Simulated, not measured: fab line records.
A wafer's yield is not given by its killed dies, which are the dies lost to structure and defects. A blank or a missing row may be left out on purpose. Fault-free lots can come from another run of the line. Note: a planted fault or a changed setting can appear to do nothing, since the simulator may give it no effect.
Which tool is to blame? | flow gf180mcu | 21 wafers from 7 lots sampled at 4 of the route's 602 steps

## WHAT THE GAUGES READ, wafer by wafer
GF_V1_THK_MEAS_03.
lot  | measured     | on           | V1_CVD_02_THK (nm)
L710 | day 17 12:16 | filmMetro-02 | 856 852 879
L712 | day 18 11:18 | filmMetro-02 | 833 830 866
L714 | day 19 04:08 | filmMetro-04 | 852 829 825
L720 | day 21 10:02 | filmMetro-04 | 865 834 872
L723 | day 22 16:22 | filmMetro-03 | 833 843 838
L728 | day 24 02:29 | filmMetro-02 | 832 849 849
L732 | day 25 06:32 | filmMetro-03 | 843 862 845

## WHAT TOOL EACH LOT RAN ON (gives the tool, then ch and the chambers of the sampled wafers, and finally the start)
lot  | GF_HV_LDD_IMPLANT_48            | GF_SALICIDE_SPUTTER_03      | GF_M1_SPUTTER_03
L710 | implanter-01 ch 0, day 12 16:29 | pvdSputter-02, day 15 10:51 | pvdSputter-04, day 16 11:47
L712 | implanter-01 ch 0, day 13 12:59 | pvdSputter-02, day 16 09:39 | pvdSputter-04, day 17 10:53
L714 | implanter-04 ch 0, day 14 03:27 | pvdSputter-02, day 17 01:22 | pvdSputter-03, day 18 02:52
L720 | implanter-04 ch 0, day 16 04:06 | pvdSputter-04, day 19 05:52 | pvdSputter-02, day 20 08:49
L723 | implanter-01 ch 0, day 17 08:38 | pvdSputter-01, day 20 12:43 | pvdSputter-04, day 21 15:37
L728 | implanter-03 ch 0, day 18 19:15 | pvdSputter-01, day 22 00:08 | pvdSputter-03, day 23 02:36
L732 | implanter-01 ch 0, day 20 02:23 | pvdSputter-01, day 23 05:55 | pvdSputter-02, day 24 07:16
- GF_HV_LDD_IMPLANT_48
- GF_SALICIDE_SPUTTER_03: material TiN, target thk 20 nm, time 16.7 s.
- GF_M1_SPUTTER_03: material Ti, target thk 10 nm, time 6.7 s.

## THE ANSWER, worked out from the rows above alone
Rule: the lots themselves supply what counts as usual. Put in order of their means at a reading, lots are off if they are a third of the lots or fewer, leave a main group of 4 or more, and stand apart from it by a gap of 3 or more times the standard deviation of the main group's means; of several such gaps the widest counts. The tables above print the reading to a certain number of digits; a main group whose means all agree to those digits is not used. Also off: a lot with no number at a reading for which 4 or more lots have one. All remaining lots with rows at the step are treated as sound.
Across all readings shown, no lot is off: no conclusion can be drawn from this.

## WHAT HAD BEEN PUT IN BY THE SIMULATOR
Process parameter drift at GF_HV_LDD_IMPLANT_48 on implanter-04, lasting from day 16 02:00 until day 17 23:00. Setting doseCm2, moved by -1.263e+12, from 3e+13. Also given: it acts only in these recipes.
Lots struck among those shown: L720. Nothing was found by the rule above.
